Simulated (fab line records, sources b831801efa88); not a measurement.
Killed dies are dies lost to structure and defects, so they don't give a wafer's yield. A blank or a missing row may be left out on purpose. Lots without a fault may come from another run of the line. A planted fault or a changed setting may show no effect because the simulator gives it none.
A struck lot beside a sound one | flow gf180mcu | 25 steps out of a route of 602
Sound: wafers L195.3, L195.4, L195.5. Struck: wafers L210.2, L210.3, L210.5. The cause comes at the end.
At each step with rows: each side's tool, then ch and its chambers, then its first start. Under that, the readings that differ: sound wafers | struck wafers | difference of the means | sigmas: that difference in standard deviations of wafers without a fault.
alike: readings whose means differ by less than 2 such deviations, and words and numbers that are the same on both sides. not compared: withheld readings, readings that some wafer has no value for, bounds like >300 that may hide the same value, and numbers for which the record gives no deviation and whose values overlap.
The two part at a step that has a row with sigmas, a row that says differs or no value, or rows on one side only. Numbers that don't overlap but have no deviation are shown without sigmas and don't part them. A reading that every wafer of one side lacks parts them only if that side has two wafers or more.

first, 2 steps without rows for these wafers: GF_V2_STRIP_19 (strips in post etch residue remover, time 1200 s); GF_V2_CLEAN_20 (cleans in DIW).
GF_V2_SPUTTER_21: material Ti, target thk 15 nm, time 80.02 s.
  sound on pvd_sputter-03, day 20 19:34; struck on pvd_sputter-03, day 26 07:50
  alike: cathode_dc_power_W, chamber_pressure_pa, throttle_valve_pct
then, 2 steps without rows for these wafers: GF_V2_SPUTTER_22 (material TiN, target thk 10 nm, time 40 s); GF_V2_CVD_23 (deposits W, target thk 350 nm, time 104.94 s).
GF_V2_RS_MEAS_24: measures by four-point-probe.
  sound on film_metro-03, day 20 19:49; struck on film_metro-02, day 26 08:04
  alike: V2_W_RS
GF_V2_THK_MEAS_25: measures by xrf.
  sound on film_metro-03, day 20 19:55; struck on film_metro-02, day 26 08:10
  alike: V2_W_THK
GF_V2_CMP_26: polishes, stops on SiO2, t overpolish 15 s, target thk 0 nm.
  sound on cmp-02 ch 0,2,3, day 20 20:04; struck on cmp-01 ch 1,3, day 26 08:13
  alike: motor_current_A, overpolish_run_s, platen_rpm, time_to_endpoint_s
GF_M3_SPUTTER_00: material Ti, target thk 37.5 nm, time 150 s.
  sound on pvd_sputter-02, day 20 20:16; struck on pvd_sputter-01, day 26 08:31
  alike: cathode_dc_power_W, chamber_pressure_pa, throttle_valve_pct
GF_M3_SPUTTER_01: material TiN, target thk 30 nm, time 25 s.
  sound on pvd_sputter-02, day 20 20:22; struck on pvd_sputter-01, day 26 08:37
  reading                | sound                | struck               | difference | sigmas
  cathode_dc_power_W (W) | 6500.0 6499.1 6496.1 | 6499.7 6501.8 6501.0 | +2.4       | +2
  alike: chamber_pressure_pa, throttle_valve_pct
then, 2 steps without rows for these wafers: GF_M3_SPUTTER_02 (material AlCu, target thk 450 nm, time 23.9 s); GF_M3_SPUTTER_03 (material Ti, target thk 10 nm, time 6.7 s).
GF_M3_SPUTTER_04: material TiN, target thk 50 nm, time 41.7 s.
  sound on pvd_sputter-02, day 20 20:27; struck on pvd_sputter-01, day 26 08:42
  no value came back on the struck wafers for cathode_dc_power_W (W), chamber_pressure_pa (Pa), throttle_valve_pct (%); on the sound wafers cathode_dc_power_W (W) reads 6502.1 6500.6 6502.2
GF_M3_THK_MEAS_06: measures by xrf.
  sound on film_metro-02, day 20 20:38; struck on film_metro-03, day 26 08:52
  reading          | sound       | struck      | difference | sigmas
  M3_ALCU_THK (nm) | 443 445 451 | 504 500 505 | +57        | +12
then, 7 steps without rows for these wafers: GF_M3_DEHYDRATE_07 (time 60 s); GF_M3_HMDS_08 (prime time 60 s); GF_M3_COAT_09 (resist thk 1000 nm); GF_M3_SOFTBAKE_10 (time 60 s); GF_M3_EXPOSE_11 (exposes mask Metal3, target cd 280 nm); GF_M3_PEB_12 (peb time 90 s); GF_M3_DEVELOP_13 (develop time 60 s).
GF_M3_CD_MEAS_14: target cd 280 nm.
  sound on cd_sem-02, day 21 20:37; struck on cd_sem-01, day 27 05:15
  reading    | sound             | struck            | difference | sigmas
  cd_nm (nm) | 278.6 278.5 278.4 | 281.7 281.1 281.2 | +2.8       | +2
GF_M3_OVL_MEAS_15:
  sound on overlay-02, day 21 20:42; struck on overlay-02, day 27 05:22
  alike: M3_OVL
GF_M3_METAL_ETCH_16: etches the open film in Cl2/BCl3, stops on SiO2, target depth 627.5 nm, time 104.6 s.
  sound on rie_metal-02 ch 0,1, day 21 20:46; struck on rie_metal-01 ch 0,1, day 27 05:23
  reading               | sound             | struck            | difference | sigmas
  oes_product_au (a.u.) | 0.971 0.967 0.968 | 1.001 0.995 0.997 | +0.029     | +5
  alike: drypump_motor_current_A, throttle_valve_pct
  not compared: rf_hours_counter_h
GF_M3_STRIP_17: strips in O2/N2.
  sound on plasma_asher-04 ch 0,1, day 21 20:52; struck on plasma_asher-03 ch 0,1, day 27 05:30
  alike: drypump_motor_current_A, heater_power_w, oes_product_au, strip_time_to_endpoint_s
  not compared: rf_hours_counter_h

WHERE THEY PART
First at GF_M3_SPUTTER_01; last, within this record, at GF_M3_METAL_ETCH_16. Later steps at which nothing parts them and some readings are alike: GF_M3_STRIP_17.

WHY: what the simulator had put in
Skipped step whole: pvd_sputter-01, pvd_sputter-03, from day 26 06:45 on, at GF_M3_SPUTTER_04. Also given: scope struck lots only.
